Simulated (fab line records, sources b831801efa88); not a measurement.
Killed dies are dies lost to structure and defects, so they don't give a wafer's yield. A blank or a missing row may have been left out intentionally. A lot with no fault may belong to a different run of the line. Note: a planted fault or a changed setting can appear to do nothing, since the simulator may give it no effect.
Chamber matching / flow sky130 / 4 sister chambers for SKY_LI_CONTACT_CMP_24 on cmp-02
The step polishes, stops on PSG, t overpolish 20 s, target thk 0 nm. 4 wafers are shown with their chamber, then 9 later ones without.

WAFERS WITH THEIR CHAMBER
wafer=L745.5; chamber=0; motorCurrentA (A)=9.3
wafer=L746.1; chamber=1; motorCurrentA (A)=10.8
wafer=L749.3; chamber=3; motorCurrentA (A)=11.2
wafer=L749.5; chamber=2; motorCurrentA (A)=11.3

WAFERS WITH NO CHAMBER GIVEN
wafer=L750.2; motorCurrentA (A)=11.4
wafer=L750.3; motorCurrentA (A)=9.7
wafer=L750.6; motorCurrentA (A)=10.0
wafer=L751.3; motorCurrentA (A)=11.9
wafer=L751.5; motorCurrentA (A)=9.7
wafer=L751.6; motorCurrentA (A)=11.7
wafer=L756.1; motorCurrentA (A)=11.9
wafer=L756.4; motorCurrentA (A)=11.6
wafer=L756.5; motorCurrentA (A)=10.0

EACH ONE'S CHAMBER
wafer=L750.2; from the rows above=can't be placed: 2 or 3 or 1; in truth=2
wafer=L750.3; from the rows above=can't be placed: 0 or 1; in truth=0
wafer=L750.6; from the rows above=can't be placed: 0 or 1 or 3 or 2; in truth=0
wafer=L751.3; from the rows above=can't be placed: 2 or 3 or 1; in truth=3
wafer=L751.5; from the rows above=can't be placed: 0 or 1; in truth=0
wafer=L751.6; from the rows above=can't be placed: 2 or 3 or 1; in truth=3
wafer=L756.1; from the rows above=can't be placed: 2 or 3 or 1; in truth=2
wafer=L756.4; from the rows above=can't be placed: 2 or 3 or 1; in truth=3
wafer=L756.5; from the rows above=can't be placed: 0 or 1 or 3 or 2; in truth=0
Correctly placed: 0 of 9. Cannot be placed on the basis of these rows: 9; the candidates contain the true chamber in 9. Number placed wrongly: 0.
How it was worked out, from the rows above alone: a wafer's distance from a chamber is the root of the sum, over the readings, of the square of ((its reading less the chamber's mean) divided by the reading's scatter). The wafer belongs to the nearest chamber; if the next one is less than 2 further off, it can't be placed. The mean given for a chamber averages the wafers shown for that chamber. The scatter: with one shown wafer a chamber, the root of the mean of the squares of how far each hidden wafer lies from its nearest shown one.
